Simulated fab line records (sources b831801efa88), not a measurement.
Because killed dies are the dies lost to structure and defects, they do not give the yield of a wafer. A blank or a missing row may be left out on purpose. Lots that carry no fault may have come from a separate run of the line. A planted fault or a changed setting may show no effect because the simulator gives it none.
Which tool was responsible? ; flow gf180mcu ; 72 wafers from 24 lots sampled at 4 of the route's 602 steps

## WHAT THE GAUGES READ, wafer by wafer
GF_CONTACT_THK_MEAS_01. Usual: CONTACT_CVD_00_THK typically reads 297.6 nm, with standard deviation 2.3.
lot;measured;on;CONTACT_CVD_00_THK (nm);flag
L074;day 15 02:21;film-metro-02;301.7 297.1 299.7;
L075;day 15 12:35;film-metro-04;297.1 298.0 298.2;
L076;day 15 17:53;film-metro-04;295.3 295.4 292.7;
L077;day 16 04:04;film-metro-02;297.8 298.5 294.4;
L078;day 16 11:38;film-metro-03;295.9 297.1 296.7;
L079;day 16 22:37;film-metro-02;298.7 300.4 300.1;
L080;day 17 06:32;film-metro-04;293.0 290.2 294.9;
L081;day 17 14:14;film-metro-02;297.1 300.8 300.3;
L082;day 17 20:13;film-metro-03;296.9 299.5 301.3;
L083;day 18 06:00;film-metro-04;299.1 294.1 295.8;
L084;day 18 19:35;film-metro-04;300.5 296.9 303.1;
L085;day 19 05:11;film-metro-03;293.0 299.5 294.5;
L086;day 19 10:07;film-metro-04;297.8 299.1 296.6;
L087;day 19 16:56;film-metro-02;300.8 302.4 298.0;
L088;day 20 05:41;film-metro-02;296.5 296.4 297.6;
L089;day 20 12:07;film-metro-03;298.9 296.3 298.0;
L090;day 20 16:56;film-metro-03;300.8 296.3 302.8;
L091;day 21 03:43;film-metro-03;298.4 298.0 298.3;
L092;day 21 14:56;film-metro-03;297.6 298.9 295.9;
L093;day 21 20:36;film-metro-03;294.7 300.0 295.5;
L095;day 22 17:54;film-metro-04;299.4 294.2 297.1;
L094;day 22 20:01;film-metro-04;298.9 300.1 299.1;
L096;day 22 20:56;film-metro-02;293.8 298.4 300.3;
L097;day 23 05:34;film-metro-03;298.4 296.1 298.7;

GF_V1_THK_MEAS_25: measures by xrf. Usual: V1_W_THK typically reads 358 nm, with standard deviation 4.3.
lot;measured;on;V1_W_THK (nm);flag
L074;day 18 01:27;film-metro-02;358 356 357;
L075;day 18 10:10;film-metro-01;362 362 368;
L076;day 18 19:34;film-metro-02;360 354 357;
L077;day 19 07:30;film-metro-04;356 356 350;
L078;day 19 15:31;film-metro-01;360 360 356;
L079;day 20 03:50;film-metro-04;358 359 359;
L080;day 20 11:32;film-metro-01;358 357 361;
L081;day 20 19:33;film-metro-04;363 361 363;
L082;day 21 02:52;film-metro-01;358 361 361;
L083;day 21 11:06;film-metro-01;357 357 358;
L084;day 22 00:08;film-metro-01;356 356 358;
L085;day 22 10:06;film-metro-04;362 361 361;
L086;day 22 13:50;film-metro-01;359 365 363;
L087;day 22 21:18;film-metro-01;354 347 354;
L088;day 23 09:05;film-metro-04;361 360 356;
L089;day 23 14:34;film-metro-04;347 353 350;
L090;day 23 19:06;film-metro-02;352 358 356;
L091;day 24 04:48;film-metro-04;364 357 360;
L092;day 24 16:11;film-metro-01;358 356 354;
L093;day 24 20:14;film-metro-02;349 349 349;
L095;day 25 16:46;film-metro-02;353 350 355;
L094;day 25 19:05;film-metro-04;363 368 362;
L096;day 25 19:38;film-metro-01;363 355 356;
L097;day 26 04:08;film-metro-01;360 361 360;

## WHICH TOOL RAN EACH LOT (tool, then ch and the chambers of the sampled wafers, then the start)
lot;GF_SALICIDE_RTA_08;GF_M1_STRIP_17
L074;rtp-anneal-02 ch 0, day 15 02:13;plasma-asher-02 ch 0,1, day 17 00:23
L075;rtp-anneal-02 ch 0, day 15 12:26;plasma-asher-02 ch 0,1, day 17 09:13
L076;rtp-anneal-02 ch 0, day 15 17:44;plasma-asher-02 ch 0,1, day 17 16:52
L077;rtp-anneal-02 ch 0, day 16 03:55;plasma-asher-04 ch 1, day 18 04:43
L078;rtp-anneal-01 ch 0, day 16 11:29;plasma-asher-04 ch 0,1, day 18 12:51
L079;rtp-anneal-01 ch 0, day 16 22:29;plasma-asher-03 ch 0,1, day 19 01:08
L080;rtp-anneal-01 ch 0, day 17 06:23;plasma-asher-04 ch 0,1, day 19 08:32
L081;rtp-anneal-01 ch 0, day 17 14:05;plasma-asher-02 ch 0,1, day 19 16:47
L082;rtp-anneal-02 ch 0, day 17 20:04;plasma-asher-04 ch 0,1, day 20 00:32
L083;rtp-anneal-01 ch 0, day 18 05:52;plasma-asher-03 ch 0,1, day 20 08:35
L084;rtp-anneal-02 ch 0, day 18 19:26;plasma-asher-02 ch 0,1, day 20 21:54
L085;rtp-anneal-02 ch 0, day 19 05:02;plasma-asher-03 ch 0,1, day 21 08:11
L086;rtp-anneal-01 ch 0, day 19 09:58;plasma-asher-02 ch 0,1, day 21 12:14
L087;rtp-anneal-01 ch 0, day 19 16:47;plasma-asher-03 ch 0, day 21 19:25
L088;rtp-anneal-01 ch 0, day 20 05:32;plasma-asher-04 ch 0,1, day 22 07:53
L089;rtp-anneal-02 ch 0, day 20 11:58;plasma-asher-04 ch 0,1, day 22 12:58
L090;rtp-anneal-01 ch 0, day 20 16:47;plasma-asher-04 ch 0,1, day 22 18:01
L091;rtp-anneal-01 ch 0, day 21 03:34;plasma-asher-03 ch 0, day 23 04:23
L092;rtp-anneal-01 ch 0, day 21 14:48;plasma-asher-03 ch 0,1, day 23 15:23
L093;rtp-anneal-01 ch 0, day 21 20:28;plasma-asher-02 ch 0,1, day 23 20:28
L095;rtp-anneal-01 ch 0, day 22 17:44;plasma-asher-04 ch 0,1, day 24 16:49
L094;rtp-anneal-01 ch 0, day 22 19:52;plasma-asher-03 ch 0,1, day 24 18:56
L096;rtp-anneal-02 ch 0, day 22 20:47;plasma-asher-03 ch 0,1, day 24 19:32
L097;rtp-anneal-01 ch 0, day 23 05:26;plasma-asher-02 ch 0,1, day 25 04:10
- GF_SALICIDE_RTA_08: time 30 s.
- GF_M1_STRIP_17: strips in O2/N2.

## WHAT THE TOOLS THEMSELVES READ (means of the sampled wafers that have a number; where no wafer has one, the mark that the record gives instead)
GF_SALICIDE_RTA_08. Usual: lamp-power-pct 19.5 %, standard deviation 1.8; wafer_temp_C_max 804.5, standard deviation 1.2.
lot;tool;lamp-power-pct (%);wafer_temp_C_max;flag
L074;rtp-anneal-02;17.2;803.0;
L075;rtp-anneal-02;17.2;802.9;
L076;rtp-anneal-02;17.2;803.2;
L077;rtp-anneal-02;17.2;803.4;
L078;rtp-anneal-01;20.9;804.8;
L079;rtp-anneal-01;20.9;805.1;
L080;rtp-anneal-01;20.9;804.8;
L081;rtp-anneal-01;20.9;805.6;
L082;rtp-anneal-02;17.2;803.9;
L083;rtp-anneal-01;20.9;804.8;
L084;rtp-anneal-02;17.2;803.5;
L085;rtp-anneal-02;17.2;802.8;
L086;rtp-anneal-01;20.9;805.3;
L087;rtp-anneal-01;20.9;804.5;
L088;rtp-anneal-01;20.9;805.0;
L089;rtp-anneal-02;17.2;803.9;
L090;rtp-anneal-01;20.9;806.3;
L091;rtp-anneal-01;20.9;805.7;
L092;rtp-anneal-01;20.8;804.6;
L093;rtp-anneal-01;20.9;804.4;
L095;rtp-anneal-01;20.9;804.6;
L094;rtp-anneal-01;20.9;805.9;
L096;rtp-anneal-02;17.2;803.5;
L097;rtp-anneal-01;20.9;804.7;

GF_M1_STRIP_17. Usual: chamber-pressure-mTorr 1500.0 mTorr, standard deviation 1.3; drypump-motor-current-A 5.7 A, standard deviation 0.44; heater-power-w 339 W, standard deviation 33; oes-product-au 0.557 a.u., standard deviation 0.0049; strip-time-to-endpoint-s 7.86 s, standard deviation 0.048.
lot;tool;chamber-pressure-mTorr (mTorr);drypump-motor-current-A (A);heater-power-w (W);oes-product-au (a.u.);strip-time-to-endpoint-s (s);flag
L074;plasma-asher-02;1499.5;5.7;323;0.557;7.91;
L075;plasma-asher-02;1500.0;5.9;322;0.558;7.78;
L076;plasma-asher-02;1499.2;5.7;329;0.558;7.87;
L077;plasma-asher-04;1499.1;5.3;304;0.563;7.85;
L078;plasma-asher-04;1500.9;6.1;323;0.561;7.91;
L079;plasma-asher-03;1498.7;5.4;388;0.557;7.86;
L080;plasma-asher-04;1500.6;5.7;313;0.559;7.84;
L081;plasma-asher-02;1499.6;5.9;319;0.557;7.84;
L082;plasma-asher-04;1500.1;6.1;316;0.562;7.89;
L083;plasma-asher-03;1500.9;5.6;386;0.559;7.85;
L084;plasma-asher-02;1499.0;5.8;320;0.553;7.87;
L085;plasma-asher-03;1499.1;5.5;387;0.562;7.93;
L086;plasma-asher-02;1499.5;5.9;318;0.552;7.91;
L087;plasma-asher-03;1499.0;5.3;392;0.561;7.91;
L088;plasma-asher-04;1501.1;6.1;315;0.561;7.84;
L089;plasma-asher-04;1500.9;6.2;316;0.560;7.84;
L090;plasma-asher-04;1501.4;5.6;307;0.555;7.79;
L091;plasma-asher-03;1500.7;5.3;388;0.561;7.91;
L092;plasma-asher-03;1499.5;5.6;377;0.560;7.88;
L093;plasma-asher-02;1500.4;5.7;322;0.559;7.84;
L095;plasma-asher-04;1500.0;6.1;317;0.553;7.79;
L094;plasma-asher-03;1500.8;5.5;382;0.556;7.86;
L096;plasma-asher-03;1500.7;5.4;381;0.559;7.85;
L097;plasma-asher-02;1500.3;5.7;325;0.551;7.85;

## THE ANSWER, worked out from the rows above alone
Rule: take the mean of a lot's wafers that have a number; if it is more than 3 standard deviations from the usual mean, the lot is off. A lot without any number at a reading at which 4 lots or more have one is off too. The other lots that the step has rows for count as sound. First the gauges in route order, then the tools' own readings, where a lot's mean is used as printed above. The first step at which some lot is off is used, and at that step the reading that is off furthest; a lot without a number counts as furthest.
Across all readings shown, no lot is off: no conclusion can be drawn from this.

## WHAT THE SIMULATOR PUT IN
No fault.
